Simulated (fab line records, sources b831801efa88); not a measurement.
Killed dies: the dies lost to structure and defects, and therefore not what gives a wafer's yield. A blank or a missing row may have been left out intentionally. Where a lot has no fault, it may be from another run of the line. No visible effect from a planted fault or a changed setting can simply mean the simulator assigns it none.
A struck lot beside a sound one :: flow sky130 :: 15 out of 708 route steps
Sound: the wafers L274.2, L274.3, L274.4. Wafers L285.1, L285.4, L285.5 were the ones struck. The cause comes at the end.
At each step with rows: each side's tool, then ch and its chambers, then its first start. Under that, the readings that differ: sound wafers :: struck wafers :: difference of the means :: sigmas: that difference in standard deviations of wafers without a fault.
alike: a reading whose means differ by less than 2 such deviations, as well as words and numbers matching on both sides. not compared: withheld readings; readings where some wafer has no value; bounds like >300 that might hide an equal value; numbers whose values overlap and for which the record gives no deviation.
The two part at a step that has a row with sigmas, a row that says differs or no value, or rows on one side only. Numbers that don't overlap but have no deviation are shown without sigmas and don't part them. Lack of a reading on every wafer of one side parts them only where that side has two or more wafers.

first, 6 steps without rows for these wafers: SKY_GATE_OXIDE_HMDS_04 (prime time 60 s); SKY_GATE_OXIDE_COAT_05 (resist thk 1140 nm); SKY_GATE_OXIDE_SOFTBAKE_06 (time 60 s); SKY_GATE_OXIDE_EXPOSE_07 (exposes mask LVOM, target cd 600 nm); SKY_GATE_OXIDE_PEB_08; SKY_GATE_OXIDE_DEVELOP_09 (develop time 60 s).
SKY_GATE_OXIDE_OVL_MEAS_10:
  sound on overlay-01 at day 17 09:10; struck on overlay-01 at day 21 01:02
  alike: GATE_OXIDE_OVL
then, 2 steps without rows for these wafers: SKY_GATE_OXIDE_IMPLANT_11; SKY_GATE_OXIDE_WET_ETCH_12 (etches SiO2 in dHF, target depth 16.8 nm, time 336 s).
SKY_GATE_OXIDE_STRIP_13: strips in O2/N2.
  sound on plasma_asher-04 ch 0,1, day 17 09:27; struck on plasma_asher-04 ch 0,1, day 21 01:19
  alike: drypump_motor_current_A, oes_product_au, strip_time_to_endpoint_s
  not compared: rf_hours_counter_h
SKY_GATE_OXIDE_TW_MEAS_14:
  sound on film_metro-02 at day 17 09:34; struck on film_metro-03 at day 21 01:25
  alike: GATE_OXIDE_TW
then, 1 step without rows for these wafers: SKY_GATE_OXIDE_CLEAN_15 (cleans in SC1/SC2, time 150 s).
SKY_GATE_OXIDE_OXIDATION_16: stabilise 600 s, purge 300 s, target thk 3.57 nm.
  sound on furnace-02 ch 0, day 17 11:02; struck on furnace-02 ch 0, day 21 01:32
reading: model.SiO2_of_GATE_OXIDE_OXIDATION_01.thk_nm (nm)
sound: 11.62 11.57 11.54
struck: 12.18 12.21 12.26
difference: +0.64
sigmas: 
  alike: zone_power_centre_pct, zone_power_lower_pct, zone_power_upper_pct
then, 1 step without rows for these wafers: SKY_POLY_GATE_CVD_00 (deposits poly-Si, target thk 180 nm, time 720 s).
-- the record jumps here: 30 days lie between the struck wafers' starts before and after (it left off in module POLY_GATE and takes up again in module PAD_OPEN, whose first step shown is number 708 of the route) --
SKY_PAD_OPEN_PROBE_99:
  sound on prober-01 at day 48 12:44; struck on prober-02 at day 50 16:50
reading: model.etest.nfet_16v.r_on_ohm_um
sound: 1.406e+04 1.429e+04 1.42e+04
struck: 1.446e+04 1.442e+04 1.452e+04
difference: +2.833e+02
sigmas: 

reading: model.etest.pfet_01v8.r_on_ohm_um
sound: 2834 2984 2835
struck: 3217 3149 3219
difference: +311
sigmas: 

reading: model.etest.tip_sonos.rs_ohm_sq
sound: 2670 2634 2620
struck: 2787 2811 2802
difference: +159
sigmas: 

reading: model.etest.pfet_g5v0d10v5.r_on_ohm_um
sound: 4758 4783 4712
struck: 4894 4790 4890
difference: +107
sigmas: 

reading: model.etest.nfet_01v8.r_on_ohm_um
sound: 797.3 839.3 810.2
struck: 968.6 948.7 977.2
difference: +149.2
sigmas: 

reading: model.etest.nfet_01v8_lvt.drive_ua_um
sound: 594.9 578.7 593.7
struck: 477 478.8 471
difference: -114
sigmas: 

reading: model.etest.nfet_01v8_turned.drive_ua_um
sound: 525.4 505.6 519.7
struck: 403.3 412.6 401.2
difference: -111.2
sigmas: 

reading: model.etest.nfet_01v8_swapped.drive_ua_um
sound: 519 505.5 518.9
struck: 401.8 413.9 399.5
difference: -109.4
sigmas: 
  alike: killed_at_M0_to_M3, killed_at_M4_up, killed_at_contacts, killed_at_front_end, killed_at_other, killed_dies, killed_open, killed_short

WHERE THEY PART
Nowhere in this record.

WHY: the cause the simulator had injected
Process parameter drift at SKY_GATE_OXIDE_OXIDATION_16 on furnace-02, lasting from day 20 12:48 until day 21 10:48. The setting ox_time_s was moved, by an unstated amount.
